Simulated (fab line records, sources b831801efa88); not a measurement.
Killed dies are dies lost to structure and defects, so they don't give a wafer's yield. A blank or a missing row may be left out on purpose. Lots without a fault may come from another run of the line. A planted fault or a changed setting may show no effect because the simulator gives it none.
Which tool did it? | flow gf180mcu | 11 lots, 32 wafers sampled, at 2 steps of a route of 602

WHAT THE GAUGES READ, wafer by wafer
GF_STI_THK_MEAS_24. Usual: STI_CVD_23_THK 648 nm, standard deviation 7.3.
lot  | measured    | on            | STI_CVD_23_THK (nm) | flag
L434 | day 2 03:40 | film_metro-01 | 649 653 646         |
L435 | day 2 11:11 | film_metro-03 | 654 660 659         |
L437 | day 2 19:28 | film_metro-04 | 648 643 650         |
L438 | day 3 01:17 | film_metro-04 | 645 661 657         |
L440 | day 3 10:33 | film_metro-03 | 645 649 638         |
L442 | day 3 21:00 | film_metro-04 | 652 649 635         |
L447 | day 4 23:23 | film_metro-03 | 652 547             | OFF
L448 | day 5 04:35 | film_metro-01 | 644 642 538         | OFF
L454 | day 6 14:08 | film_metro-04 | 649 645 643         |
L455 | day 6 19:11 | film_metro-01 | 636 638 645         |
L456 | day 6 22:46 | film_metro-01 | 641 638 649         |

WHICH TOOL RAN EACH LOT (tool, then ch and the chambers of the sampled wafers, then the start)
lot  | GF_STI_CVD_23
L434 | hdpcvd-02 ch 1,2, day 2 03:35
L435 | hdpcvd-01 ch 0,2, day 2 11:06
L437 | hdpcvd-01 ch 1,2, day 2 19:22
L438 | hdpcvd-02 ch 1,2, day 3 01:13
L440 | hdpcvd-02 ch 0,1,2, day 3 10:27
L442 | hdpcvd-02 ch 0,1, day 3 20:55
L447 | hdpcvd-01 ch 0,2, day 4 23:17
L448 | hdpcvd-01 ch 0,1,2, day 5 04:30
L454 | hdpcvd-02 ch 1,2, day 6 14:04
L455 | hdpcvd-02 ch 0,1, day 6 19:05
L456 | hdpcvd-02 ch 0,1, day 6 22:40
- GF_STI_CVD_23: deposits SiO2, target thk 650 nm, time 108.3 s.

WHAT THE TOOLS THEMSELVES READ (means of the sampled wafers that have a number; where no wafer has one, the mark that the record gives instead)
The record holds no such reading with a usual standard deviation.

THE ANSWER, worked out from the rows above alone
Rule: a lot is off if the mean of its wafers that have a number lies more than 3 standard deviations from the usual mean. A lot without any number at a reading at which 4 lots or more have one is off too. The other lots that the step has rows for count as sound. The gauges are gone through in route order, then the tools' own readings, and for those a lot's mean is taken as printed above. The first step at which some lot is off is used, and at that step the reading that is off furthest; a lot without a number counts as furthest.
Off: L447, L448, at GF_STI_THK_MEAS_24 (STI_CVD_23_THK).
A tool fits if, at a process step before that reading, it ran every lot that is off, and no sound lot after the first of them. The gauges at GF_STI_THK_MEAS_24 are tried like those tools. One fits: hdpcvd-01 at GF_STI_CVD_23. Its last sound lot is L437 (day 2 19:22), its first lot that is off L447 (day 4 23:17): a fault that began between those two fits.

WHAT THE SIMULATOR HAD PUT IN
Process parameter drift: hdpcvd-01, from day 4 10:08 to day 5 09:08, at GF_STI_CVD_23. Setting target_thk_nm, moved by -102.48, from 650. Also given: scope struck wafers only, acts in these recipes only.
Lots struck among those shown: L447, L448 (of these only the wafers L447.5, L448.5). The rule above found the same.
